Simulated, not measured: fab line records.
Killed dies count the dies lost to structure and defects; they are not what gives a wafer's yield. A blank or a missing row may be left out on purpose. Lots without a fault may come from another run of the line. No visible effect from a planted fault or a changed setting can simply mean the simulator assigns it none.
Code-filled problem report in 8D (eight disciplines) form | flow gf180mcu | the parts of the form that need people (team, actions taken, sign-off) are left out

== 1. PROBLEM STATEMENT ==
TOP_METAL_ALCU_RS at GF_TOP_METAL_RS_MEAS_05 reads a mean of 0.0198 ohm/sq on 1 wafer of 1 lot; wafers without a fault read 0.0328 ohm/sq with a standard deviation of 0.00046. Measured from the usual mean, that is -28 standard deviations.
The step: measures by four-point-probe.
The first sign was on wafer L348.6 at day 32 06:23, on film metro-02. Wafers with a number at this step in the record: 33, from 11 lots. Rule for "out" (also "out of limits"): further than 4 standard deviations from the usual mean. All remaining wafers that have a number are taken as sound.

== 2. WHAT THIS IS AND IS NOT ==
question                    | is                | is not
which readings at this step | TOP_METAL_ALCU_RS | -
which lots                  | L348              | L331, L332, L334, L336, L338, L339, L340, L342, L343, L345
which wafers of those lots  | L348.6            | L348.2, L348.3
read on which gauges        | film metro-02     | film metro-01, film metro-04
when                        | from day 32 06:23 | up to then (32 sound wafers)

== 3. SUSPECTS, AND WHAT RULES EACH OUT ==
Counting: if a tool at a process step up to the reading ran every lot that is out, it stays a suspect. Sound lots after the first of them don't rule it out here, since some wafers of a struck lot are sound.
- the gauge at GF_TOP_METAL_RS_MEAS_05: kept. All the wafers that are out were read on film metro-02, and no step on other tools shows them out.
- cmp-02 at GF_V5_CMP_04 (polishes SiO2): kept. L348, the lot that is out, went through it at day 31 10:55; up to then, the latest sound lot through it was L345 at day 30 16:59.
- cvd w-01 at GF_V5_CVD_23 (deposits W, target thk 350 nm, time 104.9 s): kept. L348, the lot that is out, went through it at day 32 05:33; up to then, the latest sound lot through it was L345 at day 31 11:49.
- pvd sputter-04 at GF_TOP_METAL_SPUTTER_01 (material TiN, target thk 30 nm, time 25 s): kept. L348, the lot that is out, went through it at day 32 06:14; up to then, the latest sound lot through it was L340 at day 30 07:11.
- pvd sputter-04 at GF_TOP_METAL_SPUTTER_02 (material AlCu, target thk 900 nm, time 47.82 s): kept. L348, the lot that is out, went through it at day 32 06:16; up to then, the latest sound lot through it was L340 at day 30 07:13.
- cmp-02, GF_V5_CMP_04: wafers that are out in chamber 3, sound lot-mates in chambers 0, 1.
Left after counting: cmp-02 at GF_V5_CMP_04, cvd w-01 at GF_V5_CVD_23, pvd sputter-04 at GF_TOP_METAL_SPUTTER_01, pvd sputter-04 at GF_TOP_METAL_SPUTTER_02, film metro-02 at GF_TOP_METAL_RS_MEAS_05.

== 4. THE CAUSE (what the simulator had put in) ==
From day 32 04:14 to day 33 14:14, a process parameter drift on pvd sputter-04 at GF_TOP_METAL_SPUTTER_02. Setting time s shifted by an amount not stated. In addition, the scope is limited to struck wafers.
Counting left 5 suspects, and this tool is among them.

== 5. THE EFFECT CHAIN, in route order ==
One row per reading whose mean, taken over the struck wafers that have a number, lies over 3 standard deviations from the usual. Only readings for which the record gives a usual standard deviation are gone through. hours: the time from each lot's start at the first step in this table that gives one to its start at this step, as a median over the lots. sigmas: the change in usual standard deviations.
hours | step                       | reading            | usual         | on struck wafers | change  | sigmas
0     | GF_TOP_METAL_RS_MEAS_05    | TOP_METAL_ALCU_RS  | 0.0328 ohm/sq | 0.0198           | -0.0130 | -28
0     | GF_TOP_METAL_THK_MEAS_06   | TOP_METAL_ALCU_THK | 921 nm        | 1528             | +607    | +43
34    | GF_PASSIVATION_BOW_MEAS_14 | PASSIVATION_BOW    | 138 um        | 107              | -31     | -3.3

== 6. WHAT WOULD HAVE CAUGHT IT SOONER ==
The first out-of-limits reading at a measuring or inspecting step in this record came at day 32 06:23, 2 hours after the fault's start at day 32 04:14.
Tool readings at GF_TOP_METAL_SPUTTER_02 with a usual standard deviation given in the record: none out on any struck wafer, hence no alarm at a limit of 4 standard deviations on them.
All the lots that are out (1) had begun GF_TOP_METAL_SPUTTER_02 on pvd sputter-04 by day 32 06:23. Tool hold at that time: it would have spared none of them.
